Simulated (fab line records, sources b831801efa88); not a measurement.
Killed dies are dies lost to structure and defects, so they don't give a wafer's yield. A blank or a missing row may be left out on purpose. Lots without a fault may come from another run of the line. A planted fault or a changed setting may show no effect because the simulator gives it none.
Split-lot experiment | flow sfq_line | 5 lots, 23 wafers read, on a route of 325 steps

THE SPLIT
At SFQ_TRILAYER_I5_BARC_OPEN_VIA_ETCH_200 (etches BARC in O2, target depth 125 nm, time 41.7 s), the setting time_s was moved away from the recipe's 41.7 s on 5 of the 23 wafers read, by +6.5% to +10.9%. The other wafers ran this setting at the recipe's value.

The reading is taken at the split's own step.

THE READING
oes_product_au, in a.u., at SFQ_TRILAYER_I5_BARC_OPEN_VIA_ETCH_200 (etches BARC in O2, target depth 125 nm, time 41.7 s). Fault-free wafers of this fab line usually give 0.688 a.u., standard deviation 0.0037 a.u..

wafer  | tool, chamber at the split | time_s as run, s | against the recipe | oes_product_au, a.u. | against lot-mates on the recipe
L077.1 | rie_diel-02, 3             | 44.42            | +6.5%              | 0.686                | -0.005
L077.2 | rie_diel-02, 0             | 44.42            | +6.5%              | 0.682                | -0.009
L077.3 | rie_diel-02, 1             | 41.7             | recipe             | 0.689                | -
L077.4 | rie_diel-02, 2             | 41.7             | recipe             | 0.693                | -
L077.5 | rie_diel-02, 1             | 44.42            | +6.5%              | 0.679                | -0.012
L078.1 | rie_diel-02, 3             | 41.7             | recipe             | 0.691                | -
L078.2 | rie_diel-02, 2             | 41.7             | recipe             | 0.685                | -
L078.3 | rie_diel-02, 1             | 41.7             | recipe             | 0.686                | -
L078.4 | rie_diel-02, 0             | 41.7             | recipe             | 0.691                | -
L078.6 | rie_diel-02, 0             | 41.7             | recipe             | 0.687                | -
L079.1 | rie_diel-02, 0             | 41.7             | recipe             | 0.692                | -
L079.2 | rie_diel-02, 2             | 46.25            | +10.9%             | 0.674                | -0.017
L079.3 | rie_diel-02, 3             | 46.25            | +10.9%             | 0.669                | -0.022
L079.4 | rie_diel-02, 1             | 41.7             | recipe             | 0.691                | -
L079.6 | rie_diel-02, 0             | 41.7             | recipe             | 0.690                | -
L081.1 | rie_diel-02, 1             | 41.7             | recipe             | 0.683                | -
L081.2 | rie_diel-02, 3             | 41.7             | recipe             | 0.686                | -
L081.4 | rie_diel-02, 2             | 41.7             | recipe             | 0.689                | -
L081.5 | rie_diel-02, 0             | 41.7             | recipe             | 0.688                | -
L081.6 | rie_diel-02, 3             | 41.7             | recipe             | 0.681                | -
L085.3 | rie_diel-02, 0             | 41.7             | recipe             | 0.689                | -
L085.4 | rie_diel-02, 1             | 41.7             | recipe             | 0.680                | -
L085.6 | rie_diel-02, 3             | 41.7             | recipe             | 0.690                | -

THE FIT
A straight line over all 23 wafers: oes_product_au changes by -0.00129 a.u. for each +1% of time_s; r = -0.78; the points scatter about the line by 0.0038 a.u..
The same after taking each lot's own level away (the mean of its wafers on the recipe; 23 wafers): -0.00164 a.u. for each +1%; r = -0.89; scatter 0.0031 a.u..
On that fit, the largest move of time_s shifts the reading by 0.018 a.u..
The lots' own levels span 0.6854 to 0.6910 a.u., that is 1.5 times the standard deviation above.
So the lot-to-lot level blurs the effect unless lot-mates are compared.
Check: with one of the wafers moved furthest among these (+10.9%) left out of the fit, the line predicts -0.0182 a.u. for it against its lot-mates. It came out at -0.017 a.u. against them.
Tool readings at the split's step, against how far the setting was moved: oes_product_au r = -0.78.

OTHER SPLITS ON THESE WAFERS
These wafers also went through other splits before the reading. Each is held against what the fit with the lots' levels taken away leaves over:
other split on the same wafers               | wafers away from the commonest value | r with oes_product_au (lot level and that fit taken away)
SFQ_TRILAYER_M5_LITHO_COAT_123 resist_thk_nm | 6                                    | +0.03
SFQ_TRILAYER_M5_ETCH_METAL_ETCH_126 time_s   | 10                                   | +0.09
SFQ_TRILAYER_R5_DEP_SPUTTER_133 time_s       | 9                                    | +0.02
SFQ_TRILAYER_R5_LITHO_COAT_141 spin_rpm      | 5                                    | +0.21
SFQ_TRILAYER_I5_LITHO_PEB_147 peb_temp_c     | 8                                    | +0.21

THE WHOLE CHAIN: every reading that the file lists as answering this split, in the file's order
step                                   | what it does                                        | reading                                                                                   | change (the file's fit)                   | r (the file's)
SFQ_TRILAYER_I5_BARC_OPEN_VIA_ETCH_200 | etches BARC in O2, target depth 125 nm, time 41.7 s | oes_product_au                                                                            | -0.00165 a.u. for each +1% of the setting | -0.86
SFQ_TRILAYER_I5_BARC_OPEN_VIA_ETCH_200 | etches BARC in O2, target depth 125 nm, time 41.7 s | KrF_of_TRILAYER_I5_LITHO_COAT_144.thk_nm (the simulator's own value, which no gauge read) | -0.508 nm for each +1% of the setting     | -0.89

THE FILE'S OWN FIT
oes_product_au changes by -0.00165 a.u. for each +1% of time_s, r = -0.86.
